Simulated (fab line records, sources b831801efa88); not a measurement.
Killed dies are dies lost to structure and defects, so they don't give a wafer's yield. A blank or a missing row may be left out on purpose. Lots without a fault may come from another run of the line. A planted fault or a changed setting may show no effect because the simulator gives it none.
Problem report in the 8D (eight disciplines) form, filled by code | flow sky130 | the parts of the form that need people (team, actions taken, sign-off) are left out

1. THE PROBLEM
killed_at_M0_to_M3 at SKY_PAD_OPEN_PROBE_99 reads a mean of 90 on 3 wafers of 1 lot; wafers without a fault read 42 with a standard deviation of 7.3. That is +6.5 standard deviations from the usual mean.
First seen on wafer L193.3, day 51 22:02, on prober-02. The record holds 36 wafers of 12 lots with a number at this step. Rule for "out", or "out of limits": more than 4 standard deviations from the usual mean. The other wafers with a number count as sound.

2. WHAT IT IS AND WHAT IT IS NOT
question                    | is                                       | is not
which readings at this step | killed_at_M0_to_M3, sort_bin_3_pad_short | killed_at_M4_up, killed_at_contacts, killed_at_other, killed_short, sort_bin_6_memory
which lots                  | L193                                     | L175, L176, L177, L178, L180, L182, L183, L186, L187, L188, L198
which wafers of those lots  | all that have a number                   | -
read on which tools         | prober-02                                | prober-01
when                        | from day 51 22:02                        | up to then (33 sound wafers)

3. SUSPECTS, AND WHAT RULES EACH OUT
Counting: a tool at a process step up to the reading stays a suspect if it ran every lot that is out and no sound lot after the first of them.
- wet_bench-02 at SKY_METAL2_CLEAN_22 (cleans in IPA, time 180 s): kept. It ran the lot that is out, L193 (day 42 19:26), and no sound lot after that; its last sound lot up to then is L198 (day 42 17:39).
- rie_diel-04 at SKY_VIA3_ETCH_14 (etches BARC in N2/H2, stops on SiO2, time 45.9 s, target depth 60 nm): kept. It ran the lot that is out, L193 (day 46 21:56), and no sound lot after that; its last sound lot up to then is L198 (day 46 20:20).
- pvd_sputter-01 at SKY_METAL4_SPUTTER_04 (material TiN, target thk 70 nm, time 58.3 s): kept. It ran the lot that is out, L193 (day 46 23:39), and no sound lot after that; its last sound lot up to then is L187 (day 46 07:47).
- pvd_sputter-04 at SKY_METAL5_SPUTTER_03 (material Ti, target thk 5 nm, time 3.3 s): kept. It ran the lot that is out, L193 (day 49 12:19), and no sound lot after that; its last sound lot up to then is L182 (day 43 23:19).
- prober-02 at SKY_PAD_OPEN_PROBE_99: kept. It ran the lot that is out, L193 (day 51 22:02), and no sound lot after that; its last sound lot up to then is L198 (day 51 18:17). Its own readings are out on those wafers: killed_at_M0_to_M3, sort_bin_3_pad_short.
Left after counting: wet_bench-02 at SKY_METAL2_CLEAN_22, rie_diel-04 at SKY_VIA3_ETCH_14, pvd_sputter-01 at SKY_METAL4_SPUTTER_04, pvd_sputter-04 at SKY_METAL5_SPUTTER_03, prober-02 at SKY_PAD_OPEN_PROBE_99.

4. THE CAUSE (what the simulator had put in)
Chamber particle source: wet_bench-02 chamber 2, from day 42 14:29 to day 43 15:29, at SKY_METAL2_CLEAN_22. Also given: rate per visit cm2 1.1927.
Counting left 5 suspects, and this tool is among them.

5. THE CHAIN OF EFFECTS, in route order
Each row: a reading whose mean over the struck wafers that have a number lies more than 3 standard deviations from the usual. Only readings for which the record gives a usual standard deviation are gone through. hours: the time from each lot's start at the first step in this table that gives one to its start at this step, as a median over the lots. sigmas: the change in usual standard deviations.
hours | step                  | reading              | usual  | on struck wafers | change | sigmas
0     | SKY_PAD_OPEN_PROBE_99 | defect_limited_yield | 82.5 % | 74.3             | -8.2   | -4.1
0     | SKY_PAD_OPEN_PROBE_99 | killed_at_M0_to_M3   | 42     | 90               | +48    | +6.5
0     | SKY_PAD_OPEN_PROBE_99 | killed_dies          | 86     | 126              | +40    | +4.1
0     | SKY_PAD_OPEN_PROBE_99 | sort_bin_3_pad_short | 0.9 %  | 3.7              | +2.8   | +6.7
0     | SKY_PAD_OPEN_PROBE_99 | sort_bin_5_function  | 10.3 % | 16.4             | +6.1   | +4.0
0     | SKY_PAD_OPEN_PROBE_99 | sort_n_pass          | 406    | 366              | -40    | -4.1
0     | SKY_PAD_OPEN_PROBE_99 | sort_yield_pct       | 82.5 % | 74.3             | -8.2   | -4.1
The process steps in it:
- SKY_PAD_OPEN_PROBE_99

6. WHAT WOULD HAVE CAUGHT IT SOONER
In this record the first reading out of limits was taken at day 51 22:02, 224 hours after the fault began at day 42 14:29.
All the lots that are out (1) had begun SKY_METAL2_CLEAN_22 on wet_bench-02 by day 51 22:02. A hold on the tool at that time would have spared none of them.
